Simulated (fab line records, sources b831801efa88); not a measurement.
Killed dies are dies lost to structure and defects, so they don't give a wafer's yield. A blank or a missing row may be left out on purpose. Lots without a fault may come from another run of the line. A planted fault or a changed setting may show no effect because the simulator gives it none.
Split-lot experiment | flow gf180mcu | 5 lots, 23 wafers read, on a route of 602 steps

THE SPLIT
At GF_HV_LDD_CVD_56 (deposits Si3N4 from DCS/NH3, target thk 90 nm, time 1543 s), the setting temp_c was moved away from the recipe's 770 C on 10 of the 23 wafers read, by -0.6% to +0.9%. The other wafers ran this setting at the recipe's value.

The file shows no step between the split and the reading.

THE READING
oes_product_au, in a.u., at GF_HV_LDD_ETCHBACK_58 (etches Si3N4 in CH3F/O2, stops on SiO2, time 100 s, target depth 90 nm). Fault-free wafers of this fab line usually give 0.844 a.u., standard deviation 0.0056 a.u..

wafer  | tool, chamber at the split | temp_c as run, C | against the recipe | oes_product_au, a.u. | against lot-mates on the recipe
L075.1 | -, -                       | 770              | recipe             | 0.848                | -
L075.2 | -, -                       | 770              | recipe             | 0.846                | -
L075.3 | -, -                       | 770              | recipe             | 0.844                | -
L075.4 | -, -                       | 770              | recipe             | 0.848                | -
L075.6 | -, -                       | 770              | recipe             | 0.839                | -
L079.1 | -, -                       | 770              | recipe             | 0.845                | -
L079.2 | -, -                       | 770              | recipe             | 0.840                | -
L079.3 | -, -                       | 770              | recipe             | 0.841                | -
L079.4 | -, -                       | 770              | recipe             | 0.847                | -
L079.5 | -, -                       | 770              | recipe             | 0.849                | -
L078.2 | -, -                       | 765.4            | -0.6%              | 0.803                | no lot-mate on the recipe
L078.3 | -, -                       | 765.4            | -0.6%              | 0.806                | no lot-mate on the recipe
L078.4 | -, -                       | 765.4            | -0.6%              | 0.802                | no lot-mate on the recipe
L078.5 | -, -                       | 765.4            | -0.6%              | 0.806                | no lot-mate on the recipe
L078.6 | -, -                       | 765.4            | -0.6%              | 0.807                | no lot-mate on the recipe
L082.1 | -, -                       | 776.6            | +0.9%              | 0.901                | no lot-mate on the recipe
L082.2 | -, -                       | 776.6            | +0.9%              | 0.894                | no lot-mate on the recipe
L082.3 | -, -                       | 776.6            | +0.9%              | 0.901                | no lot-mate on the recipe
L082.4 | -, -                       | 776.6            | +0.9%              | 0.898                | no lot-mate on the recipe
L082.6 | -, -                       | 776.6            | +0.9%              | 0.909                | no lot-mate on the recipe
L085.2 | lpcvd-02, 1                | 770              | recipe             | 0.840                | -
L085.3 | lpcvd-02, 1                | 770              | recipe             | 0.836                | -
L085.4 | lpcvd-02, 1                | 770              | recipe             | 0.839                | -

THE FIT
A straight line over all 23 wafers: oes_product_au changes by +0.066 a.u. for each +1% of temp_c; r = +0.99; the points scatter about the line by 0.0042 a.u..
Too few moved wafers have a lot-mate on the recipe to fit a line with each lot's own level taken away.

THE FILE'S OWN FIT
oes_product_au changes by +0.0659 a.u. for each +1% of temp_c, r = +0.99.
